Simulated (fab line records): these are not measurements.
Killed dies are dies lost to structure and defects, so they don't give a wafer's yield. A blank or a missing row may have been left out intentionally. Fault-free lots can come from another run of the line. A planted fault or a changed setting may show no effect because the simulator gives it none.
A struck lot beside a sound one	flow sky130	15 out of 708 route steps
Sound: wafers L574.4, L574.5, L574.6. The struck wafers were L572.1, L572.2, L572.4. The cause is named last.
Order at every step that has rows: each side's tool, ch and its chambers, its first start. Under that, the readings that differ: sound wafers	struck wafers	difference of the means	sigmas: that difference in standard deviations of wafers without a fault.
alike: words and numbers the same on both sides, and readings whose means are apart by under 2 such deviations; not compared: readings that were withheld, readings missing a value for some wafer, numbers with overlapping values and no deviation given by the record, and bounds like >300 which may hide the same value.
A row with sigmas, a row that says differs or no value, or rows on one side alone: a step with any of these is where the two part. When numbers do not overlap yet have no deviation, they are printed without sigmas and do not part them. Lack of a reading on every wafer of one side parts them only where that side has two or more wafers.

SKY_FIELD_ISO_THK_MEAS_02:
  sound on film_metro-01, day 4 09:40; struck on film_metro-01, day 3 23:54
  alike: FIELD_ISO_OXIDATION_00_THK
then, 1 step without rows for these wafers: SKY_FIELD_ISO_CVD_03 (deposits Si3N4 from DCS/NH3, target thk 165 nm, time 2830 s).
SKY_FIELD_ISO_THK_MEAS_04:
  sound on film_metro-01, day 4 11:31; struck on film_metro-01, day 4 01:44
  alike: FIELD_ISO_CVD_03_THK
then, 8 steps without rows for these wafers: SKY_FIELD_ISO_DEHYDRATE_05 (time 60 s); SKY_FIELD_ISO_HMDS_06 (prime time 60 s); SKY_FIELD_ISO_COAT_07 (resist thk 59.51 nm); SKY_FIELD_ISO_COAT_08 (resist thk 450 nm); SKY_FIELD_ISO_SOFTBAKE_09 (time 90 s); SKY_FIELD_ISO_EXPOSE_10 (exposes mask FOM, target cd 150 nm); SKY_FIELD_ISO_PEB_11; SKY_FIELD_ISO_DEVELOP_12 (develop time 60 s).
SKY_FIELD_ISO_CD_MEAS_13: the cd target is 150 nm.
  sound on cd_sem-02, day 5 04:28; struck on cd_sem-01, day 4 18:39
reading	sound	struck	difference	sigmas
cd_nm (nm)	151.8 151.5 150.8	146.1 146.3 147.2	-4.8	-4
SKY_FIELD_ISO_ETCH_14: etches BARC in N2/H2, stops on SiO2, time 45.9 s, target depth 60 nm.
  sound on rie_diel-01 ch 0,1, day 5 04:32; struck on rie_diel-04 ch 1,2,3, day 4 18:46
reading	sound	struck	difference	sigmas
bias_w (W)	100.05 100.24 100.19	110.17 110.30 109.76	+9.92	+37
drypump_motor_current_A (A)	4.9 5.8 4.9	6.3 6.3 6.5	+1.2	+2
  alike: chamber_pressure_mTorr, h2_flow_sccm, oes_product_au, throttle_valve_pct
  not compared: rf_hours_counter_h
SKY_FIELD_ISO_ETCH_15: etches the open film in CHF3/O2, stops on Si, target depth 180 nm, time 72 s.
  sound on rie_diel-01 ch 0,1, day 5 04:34; struck on rie_diel-04 ch 1,2,3, day 4 18:49
  alike: O2_flow_sccm, bias_w, chamber_pressure_mTorr, drypump_motor_current_A, oes_product_au, throttle_valve_pct
  not compared: rf_hours_counter_h
-- a jump in the record: the struck wafers' starts before and after are 44 days apart (it breaks off in module FIELD_ISO and resumes in module PAD_OPEN, where the first step shown is number 708 of the route) --
SKY_PAD_OPEN_PROBE_99:
  sound on prober-02, day 49 02:36; struck on prober-02, day 48 18:07
  alike: killed_at_M0_to_M3, killed_at_M4_up, killed_at_contacts, killed_at_front_end, killed_at_other, killed_dies, killed_on_rim, killed_open, killed_short

WHERE THEY PART
At SKY_FIELD_ISO_CD_MEAS_13 first; at SKY_FIELD_ISO_ETCH_14 last (within this record only). Later steps at which nothing parts them and some readings are alike: SKY_FIELD_ISO_ETCH_15, SKY_PAD_OPEN_PROBE_99.

WHY: the cause the simulator had injected
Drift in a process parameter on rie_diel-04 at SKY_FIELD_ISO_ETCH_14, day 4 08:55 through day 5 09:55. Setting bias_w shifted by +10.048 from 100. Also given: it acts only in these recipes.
